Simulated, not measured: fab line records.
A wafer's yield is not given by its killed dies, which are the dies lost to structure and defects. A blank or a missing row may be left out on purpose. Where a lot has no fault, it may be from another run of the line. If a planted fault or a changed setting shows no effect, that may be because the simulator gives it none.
A lot that was struck, set against a sound lot ; flow sky130 ; 15 out of 708 route steps
Sound: wafers L232.1, L232.2, L232.5. Wafers L223.2, L223.3, L223.5 were the ones struck. Last of all comes the cause.
Order at every step that has rows: each side's tool, ch and its chambers, its first start. Under that, the readings that differ: sound wafers ; struck wafers ; difference of the means ; sigmas: that difference in standard deviations of wafers without a fault.
alike: readings whose means differ by less than 2 such deviations, and words and numbers that are the same on both sides. not compared: withheld readings, readings that some wafer has no value for, bounds like >300 that may hide the same value, and numbers for which the record gives no deviation and whose values overlap.
A row with sigmas, a row that says differs or no value, or rows on one side alone: a step with any of these is where the two part. Numbers that don't overlap but have no deviation are shown without sigmas and don't part them. A reading that every wafer of one side lacks parts them only if that side has two wafers or more.

first, 8 steps without rows for these wafers: SKY_POLY_GATE_DEHYDRATE_05 (time 60 s); SKY_POLY_GATE_HMDS_06 (prime time 60 s); SKY_POLY_GATE_COAT_07 (resist thk 110 nm); SKY_POLY_GATE_COAT_08 (resist thk 450 nm); SKY_POLY_GATE_SOFTBAKE_09 (time 90 s); SKY_POLY_GATE_EXPOSE_10 (exposes mask P1M, target cd 150 nm); SKY_POLY_GATE_PEB_11; SKY_POLY_GATE_DEVELOP_12 (develop time 60 s).
SKY_POLY_GATE_CD_MEAS_13: the cd target is 150 nm.
  sound: cd sem-01 at day 24 14:22; struck: cd sem-01 at day 21 05:16
  alike: cd nm
SKY_POLY_GATE_OVL_MEAS_14:
  sound: overlay-01 at day 24 14:29; struck: overlay-01 at day 21 05:22
  alike: POLY_GATE_OVL
SKY_POLY_GATE_ETCH_15: etches BARC in N2/H2, stops on SiO2, time 118.5 s, target depth 110 nm.
  sound on rie diel-02 ch 0,1, day 24 14:31; struck on rie diel-02 ch 0,2,3, day 21 05:24
  alike: bias w, drypump motor current A, h2 flow sccm, oes product au, throttle valve pct
  not compared: rf hours counter h
SKY_POLY_GATE_ETCH_16: etches Si3N4 in CH3F/O2, stops on poly-Si, time 147.5 s, target depth 75 nm.
  sound on rie diel-02 ch 0,1, day 24 14:35; struck on rie diel-02 ch 0,2,3, day 21 05:29
  alike: bias w, drypump motor current A, oes product au, throttle valve pct
  not compared: rf hours counter h
SKY_POLY_GATE_ETCH_17: etches poly-Si in HBr/Cl2, stops on SiO2, target depth 180 nm, time 70.5 s.
  sound on rie si-02 ch 1,2, day 24 14:41; struck on rie si-01 ch 1,2,3, day 21 05:35
reading;sound;struck;difference;sigmas
bias w (W);99.85 100.74 100.47;103.09 103.34 103.54;+2.97;+10
  alike: drypump motor current A, oes product au, throttle valve pct
  not compared: rf hours counter h
SKY_POLY_GATE_STRIP_18: strips in O2/N2.
  sound on plasma asher-03 ch 0,1, day 24 14:45; struck on plasma asher-01 ch 1, day 21 05:38
  alike: drypump motor current A, oes product au, strip time to endpoint s
  not compared: rf hours counter h
-- record jumps: 28 days separate the struck wafers' starts on either side; left off in module POLY_GATE, taken up again in module PAD_OPEN, whose first shown step is the route's number 708 --
SKY_PAD_OPEN_PROBE_99:
  sound: prober-01 at day 50 21:38; struck: prober-02 at day 49 06:00
  alike: killed_at_M0_to_M3, killed_at_M4_up, killed at contacts, killed at front end, killed at other, killed dies, killed open, killed short

## WHERE THEY PART
Only at SKY_POLY_GATE_ETCH_17, within this record. Later steps at which nothing parts them and some readings are alike: SKY_POLY_GATE_STRIP_18, SKY_PAD_OPEN_PROBE_99.

WHY: what had been put in by the simulator
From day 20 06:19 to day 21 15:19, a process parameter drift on rie si-01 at SKY_POLY_GATE_ETCH_17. The setting bias w was moved by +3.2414, starting from 100. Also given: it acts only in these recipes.
